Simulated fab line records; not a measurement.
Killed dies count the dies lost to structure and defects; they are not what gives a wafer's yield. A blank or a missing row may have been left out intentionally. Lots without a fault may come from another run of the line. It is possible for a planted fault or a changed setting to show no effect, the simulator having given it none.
A single fault, viewed from 2 desks    flow gf180mcu    numbers are kept per desk, each desk with only its own; the story behind them comes last

METROLOGY DESK
What the gauges read, lot by lot, whatever tool the lot ran on: means of the sampled wafers that have a number. Any lot whose mean is over 4 standard deviations away from the usual mean is out of limits and marked OUT; that distance is given in the brackets.
Columns: A = cd_nm at GF_SAB_CD_MEAS_09, usual 421.0 nm; B = SAB_OVL at GF_SAB_OVL_MEAS_10, usual 0.4 nm; C = SALICIDE_TIN_RS at GF_SALICIDE_RS_MEAS_04, usual 16.3 ohm/sq; D = SALICIDE_TIN_THK at GF_SALICIDE_THK_MEAS_05, usual 19.9 nm
lot   first seen here  A      B     C     D
L788  day 15 17:14     421.5  -0.1  16.3  20.1
L793  day 16 20:21     419.7  2.3   16.3  19.9
L799  day 18 23:54     423.4  0.8   16.5  20.0
L808  day 22 09:11     420.9  0.7   16.5  19.9
L809  day 22 15:14     421.8  1.0   16.2  19.6
This desk's finding: nothing out of limits on any of the 5 lots.

AT THE TOOL OWNER'S DESK: pvd_sputter-03
The tool's own readings at GF_SALICIDE_SPUTTER_02 (material Co, target thk 10 nm, time 20 s): means of the sampled wafers that have a number, for each lot that ran on this tool. Any lot whose mean is over 4 standard deviations away from the usual mean is out of limits and marked OUT; that distance is given in the brackets.
Columns: A = throttle_valve_pct at GF_SALICIDE_SPUTTER_02, usual 30.4 %
lot   first seen here  A
L788  day 15 17:44     30.9
L799  day 19 00:22     31.2
L809  day 22 15:43     30.4
This desk's finding: nothing out of limits on any of the 3 lots.

PUT TOGETHER
At the metrology desk, nothing out of limits was observed.
Nothing out of limits was seen by the tool owner's desk.

WHAT WAS PUT IN BY THE SIMULATOR
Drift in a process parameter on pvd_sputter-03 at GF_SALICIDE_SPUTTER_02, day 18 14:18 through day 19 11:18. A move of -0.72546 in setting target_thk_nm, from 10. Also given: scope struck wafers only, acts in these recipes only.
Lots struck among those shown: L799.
